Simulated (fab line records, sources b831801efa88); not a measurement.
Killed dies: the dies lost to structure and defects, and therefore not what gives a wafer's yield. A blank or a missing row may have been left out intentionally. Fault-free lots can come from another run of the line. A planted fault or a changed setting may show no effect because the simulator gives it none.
A lot that was struck, set against a sound lot ; flow sky130 ; 35 out of 708 route steps
Sound: wafers L320.1, L320.2, L320.5. Struck: wafers L331.1, L331.3, L331.5. The cause is named last.
Order at every step that has rows: each side's tool, ch and its chambers, its first start. Under that, the readings that differ: sound wafers ; struck wafers ; difference of the means ; sigmas: that difference in standard deviations of wafers without a fault.
alike: readings with means less than 2 such deviations apart, plus words and numbers identical on both sides. not compared: withheld readings, readings lacking a value on some wafer, bounds such as >300 that could conceal the same value, and numbers that have no deviation in the record and whose values overlap.
The two part at a step that has a row with sigmas, a row that says differs or no value, or rows on one side only. Numbers that don't overlap but have no deviation are shown without sigmas and don't part them. Lack of a reading on every wafer of one side parts them only where that side has two or more wafers.

first, 10 steps without rows for these wafers: SKY_CONTACT_EXPOSE_11 (exposes mask CTM1, target cd 170 nm); SKY_CONTACT_PEB_12; SKY_CONTACT_DEVELOP_13 (develop time 60 s); SKY_CONTACT_ETCH_16 (etches BARC in N2/H2, stops on SiO2, time 45.9 s, target depth 60 nm); SKY_CONTACT_ETCH_17 (etches SiO2 in C4F8/O2/Ar, stops on Si3N4, target depth 340 nm); SKY_CONTACT_ETCH_18 (etches Si3N4 in CHF3/O2, stops on TiN, time 39 s, target depth 75 nm); SKY_CONTACT_STRIP_19 (strips in O2/N2); SKY_CONTACT_STRIP_20 (strips in post etch residue remover, time 1200 s); SKY_CONTACT_CLEAN_21 (cleans in IPA, time 180 s); SKY_CONTACT_CLEAN_22 (cleans in O3/DIW).
SKY_CONTACT_SPUTTER_23: material TiN, target thk 20 nm, time 80 s.
  sound on pvdSputter-04, day 32 12:13; struck on pvdSputter-03, day 35 14:53
  alike: throttleValvePct
then, 23 steps without rows for these wafers: SKY_CONTACT_CVD_24 (deposits W, target thk 340 nm, time 102.12 s); SKY_CONTACT_CMP_27 (polishes, stops on SiO2, t overpolish 15 s, target thk 0 nm); SKY_METAL1_SPUTTER_00 (material Ti, target thk 15 nm, time 10 s); SKY_METAL1_SPUTTER_01 (material TiN, target thk 20 nm, time 16.7 s); SKY_METAL1_SPUTTER_02 (material AlCu, target thk 250 nm, time 13.3 s); SKY_METAL1_SPUTTER_03 (material Ti, target thk 5 nm, time 3.3 s); SKY_METAL1_SPUTTER_04 (material TiN, target thk 70 nm, time 58.3 s); SKY_METAL1_DEHYDRATE_07 (time 60 s); SKY_METAL1_HMDS_08 (prime time 60 s); SKY_METAL1_COAT_09 (resist thk 60 nm); SKY_METAL1_COAT_10 (resist thk 450 nm); SKY_METAL1_SOFTBAKE_11 (time 90 s); SKY_METAL1_EXPOSE_12 (exposes mask MM1, target cd 140 nm); SKY_METAL1_PEB_13; SKY_METAL1_DEVELOP_14 (develop time 60 s); SKY_METAL1_DESCUM_17 (chemistry O2, time 8 s); SKY_METAL1_ETCH_18 (etches BARC in N2/H2, stops on SiO2, time 45.9 s, target depth 60 nm); SKY_METAL1_METAL_ETCH_19 (etches the open film in Cl2/BCl3, stops on SiO2, target depth 360 nm, time 78 s); SKY_METAL1_STRIP_20 (strips in O2/N2); SKY_METAL1_STRIP_21 (strips in post etch residue remover, time 1200 s); SKY_METAL1_CLEAN_22 (cleans in IPA, time 180 s); SKY_METAL1_CLEAN_23 (cleans in O3/DIW); SKY_VIA1_HDPCVD_00 (deposits SiO2, target thk 1030 nm, time 171.7 s).
-- the record jumps here: 13 days lie between the struck wafers' starts before and after (it left off in module VIA1 and takes up again in module PAD_OPEN, whose first step shown is number 708 of the route) --
SKY_PAD_OPEN_PROBE_99:
  only the struck wafers here have rows in the record (prober-02, day 48 18:37); the sound ones have none

WHERE THEY PART
Only at SKY_PAD_OPEN_PROBE_99, as far as this record shows.

WHY: what the simulator had put in
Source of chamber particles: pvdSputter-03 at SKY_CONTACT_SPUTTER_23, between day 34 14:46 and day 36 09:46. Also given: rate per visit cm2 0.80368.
